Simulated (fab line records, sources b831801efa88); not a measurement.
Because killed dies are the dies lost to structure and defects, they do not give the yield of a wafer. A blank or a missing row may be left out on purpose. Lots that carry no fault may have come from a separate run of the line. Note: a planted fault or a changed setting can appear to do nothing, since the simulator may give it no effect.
Struck lot and sound lot, side by side :: flow sfq-line :: 42 out of 325 route steps
Sound: the wafers L539.2, L539.5, L539.6. Struck: wafer L548.5. (L548.2, L548.4 of the same lot were not struck and are left out.) The cause comes at the end.
For every step that has rows: the tool of each side, followed by ch and its chambers, followed by its first start. Under that, the readings that differ: sound wafers :: struck wafers :: difference of the means :: sigmas: that difference in standard deviations of wafers without a fault.
alike: words and numbers the same on both sides, and readings whose means are apart by under 2 such deviations; not compared: readings that were withheld, readings missing a value for some wafer, numbers with overlapping values and no deviation given by the record, and bounds like >300 which may hide the same value.
Wherever a step has rows on one side only, a row that says differs or no value, or a row with sigmas, the two part there. Numbers that have no deviation but don't overlap get no sigmas and don't part them. A reading that every wafer of one side lacks parts them only if that side has two wafers or more.

first, 6 steps without rows for these wafers: SFQ_TRILAYER_L0_VIA_LITHO_COAT_018 (resist thk 62 nm); SFQ_TRILAYER_L0_VIA_LITHO_COAT_013 (resist thk 650 nm); SFQ_TRILAYER_L0_VIA_LITHO_SOFTBAKE_017; SFQ_TRILAYER_L0_VIA_LITHO_EXPOSE_014 (exposes mask L0V, target cd 700 nm); SFQ_TRILAYER_L0_VIA_LITHO_PEB_016 (peb time 60 s); SFQ_TRILAYER_L0_VIA_LITHO_DEVELOP_015 (time 60 s).
SFQ_L0V_OVL_MEAS_903:
  sound on overlay-02, day 9 19:19; struck on overlay-02, day 12 09:56
  alike: L0V_OVL
SFQ_TRILAYER_L0_VIA_BARC_OPEN_VIA_ETCH_021: etches BARC in O2, target depth 125 nm, time 41.7 s.
  sound on rie-diel-03 ch 0,2,3, day 9 19:21; struck on rie-diel-03 ch 2, day 12 09:58
  alike: drypump-motor-current-A, oes-product-au
  not compared: rf-hours-counter-h
then, 4 steps without rows for these wafers: SFQ_TRILAYER_L0_VIA_ETCH_VIA_ETCH_016 (etches SiO2 in CHF3, stops on MoNx KI, target depth 80 nm); SFQ_TRILAYER_L0_VIA_STRIP_STRIP_017 (strips in O2); SFQ_TRILAYER_L0_VIA_STRIP_SOLV_CLEAN_018 (cleans in NMP, time 600 s); SFQ_TRILAYER_M0_DEP_PRE_CLEAN_020 (time 15 s).
SFQ_TRILAYER_M0_DEP_SPUTTER_019: material Nb, target thk 200 nm, time 133.3 s.
  sound on pvd-sputter-04, day 9 20:25; struck on pvd-sputter-04, day 12 10:52
reading: cathode-dc-power-W (W)
sound: 1999.2 1999.9 1999.7
struck: 2000.5
difference: +0.9
sigmas: +3

reading: model.Nb_of_TRILAYER_M0_DEP_SPUTTER_019.thk-nm (nm)
sound: 198.7 196.4 199
struck: 190.9
difference: -7.1
sigmas: 
  alike: throttle-valve-pct
SFQ_M0_RS_MEAS_904: measurement is done with a four-point probe.
  sound on film-metro-01, day 9 20:31; struck on film-metro-02, day 12 10:58
reading: M0_NB_RS (ohm/sq)
sound: 0.897 0.908 0.895
struck: 0.930
difference: +0.030
sigmas: +3
then, 6 steps without rows for these wafers: SFQ_TRILAYER_M0_LITHO_COAT_026 (resist thk 62 nm); SFQ_TRILAYER_M0_LITHO_COAT_021 (resist thk 600 nm); SFQ_TRILAYER_M0_LITHO_SOFTBAKE_025; SFQ_TRILAYER_M0_LITHO_EXPOSE_022 (exposes mask M0, target cd 500 nm); SFQ_TRILAYER_M0_LITHO_PEB_024 (peb time 60 s); SFQ_TRILAYER_M0_LITHO_DEVELOP_023 (time 60 s).
-- the record jumps here: 5 days lie between the struck wafers' starts before and after --
SFQ_M0_OVL_MEAS_906:
  sound on overlay-01, day 14 03:29; struck on overlay-01, day 17 15:23
  alike: M0_OVL
then, 1 step without rows for these wafers: SFQ_TRILAYER_M0_BARC_OPEN_METAL_ETCH_031 (etches BARC in O2, target depth 125 nm, time 41.7 s).
SFQ_TRILAYER_M0_ETCH_METAL_ETCH_024: etches Nb in Cl2/Ar, stops on SiO2, target depth 240 nm, time 120 s.
  sound on rie-metal-03 ch 0,1, day 14 03:35; struck on rie-metal-01 ch 0, day 17 15:35
reading: oes-product-au (a.u.)
sound: 0.892 0.899 0.890
struck: 0.865
difference: -0.029
sigmas: -4

reading: model.etch.depth-nm (nm)
sound: 198.7 196.4 199
struck: 190.9
difference: -7.1
sigmas: 

reading: model.M0.feature-depth-nm (nm)
sound: 198.7 196.4 199
struck: 190.9
difference: -7.1
sigmas: 
  alike: drypump-motor-current-A
  not compared: rf-hours-counter-h
SFQ_TRILAYER_M0_STRIP_STRIP_025: strips in O2.
  sound on rie-metal-03 ch 0,1, day 14 03:43; struck on rie-metal-01 ch 0, day 17 15:59
  alike: drypump-motor-current-A, oes-product-au
  not compared: rf-hours-counter-h
then, 1 step without rows for these wafers: SFQ_TRILAYER_M0_STRIP_SOLV_CLEAN_026 (cleans in NMP, time 600 s).
SFQ_TRILAYER_I0_DEP_PECVD_027: deposits SiO2 from SiH4/N2O, time 111.11 s, target thk 500 nm.
  sound on pecvd-02 ch 0,2, day 14 04:29; struck on pecvd-04 ch 2, day 17 17:10
  alike: heater-power-w, throttle-valve-pct
  not compared: since-wet-clean-h
then, 1 step without rows for these wafers: SFQ_TRILAYER_I0_CMP_CMP_028 (polishes SiO2).
SFQ_I0_BOW_MEAS_907:
  sound on film-metro-03, day 14 17:14; struck on film-metro-02, day 17 20:16
  alike: I0_BOW
SFQ_TRILAYER_I0_METRO_MEASURE_029:
  sound on film-metro-03, day 14 17:32; struck on film-metro-02, day 17 20:34
  alike: thk-nm
then, 6 steps without rows for these wafers: SFQ_TRILAYER_I0_VIA_LITHO_COAT_036 (resist thk 62 nm); SFQ_TRILAYER_I0_VIA_LITHO_COAT_031 (resist thk 650 nm); SFQ_TRILAYER_I0_VIA_LITHO_SOFTBAKE_035; SFQ_TRILAYER_I0_VIA_LITHO_EXPOSE_032 (exposes mask I0, target cd 500 nm); SFQ_TRILAYER_I0_VIA_LITHO_PEB_034 (peb time 60 s); SFQ_TRILAYER_I0_VIA_LITHO_DEVELOP_033 (time 60 s).
-- the record jumps here: 3 days lie between the struck wafers' starts before and after --
SFQ_I0_OVL_MEAS_908:
  sound on overlay-02, day 20 04:38; struck on overlay-01, day 21 06:17
  alike: I0_OVL
SFQ_TRILAYER_I0_VIA_BARC_OPEN_VIA_ETCH_046: etches BARC in O2, target depth 125 nm, time 41.7 s.
  sound on rie-diel-04 ch 0,1,3, day 20 04:40; struck on rie-diel-02 ch 2, day 21 06:19
  alike: drypump-motor-current-A, oes-product-au
  not compared: rf-hours-counter-h
then, 4 steps without rows for these wafers: SFQ_TRILAYER_I0_VIA_ETCH_VIA_ETCH_034 (etches SiO2 in CHF3, stops on Nb, target depth 260 nm); SFQ_TRILAYER_I0_VIA_STRIP_STRIP_035 (strips in O2); SFQ_TRILAYER_I0_VIA_STRIP_SOLV_CLEAN_036 (cleans in NMP, time 600 s); SFQ_TRILAYER_M1_DEP_PRE_CLEAN_038 (time 22.5 s).
-- the record jumps here: 68 days lie between the struck wafers' starts before and after --
SFQ_M8_BOW_MEAS_951:
  sound on film-metro-04, day 81 07:43; struck on film-metro-02, day 89 10:14
reading: model.etest.m0.ohm-um
sound: 1.784 1.807 1.789
struck: 1.873
difference: +0.080
sigmas: 

reading: model.etest.m0.ohm-sq
sound: 0.8958 0.9063 0.8945
struck: 0.9324
difference: +0.0335
sigmas: 

reading: model.etest.i0.link-ohm
sound: 1.989 1.983 1.963
struck: 1.995
difference: +0.017
sigmas: 
  alike: M8_BOW

## WHERE THEY PART
At SFQ_TRILAYER_M0_DEP_SPUTTER_019 first; at SFQ_TRILAYER_M0_ETCH_METAL_ETCH_024 last (within this record only). Later steps at which nothing parts them and some readings are alike: SFQ_TRILAYER_M0_STRIP_STRIP_025, SFQ_TRILAYER_I0_DEP_PECVD_027, SFQ_I0_BOW_MEAS_907, SFQ_TRILAYER_I0_METRO_MEASURE_029, SFQ_I0_OVL_MEAS_908, SFQ_TRILAYER_I0_VIA_BARC_OPEN_VIA_ETCH_046, SFQ_M8_BOW_MEAS_951.

WHY: what the simulator had put in
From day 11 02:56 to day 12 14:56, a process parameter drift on pvd-sputter-04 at SFQ_TRILAYER_M0_DEP_SPUTTER_019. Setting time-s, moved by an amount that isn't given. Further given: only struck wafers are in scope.
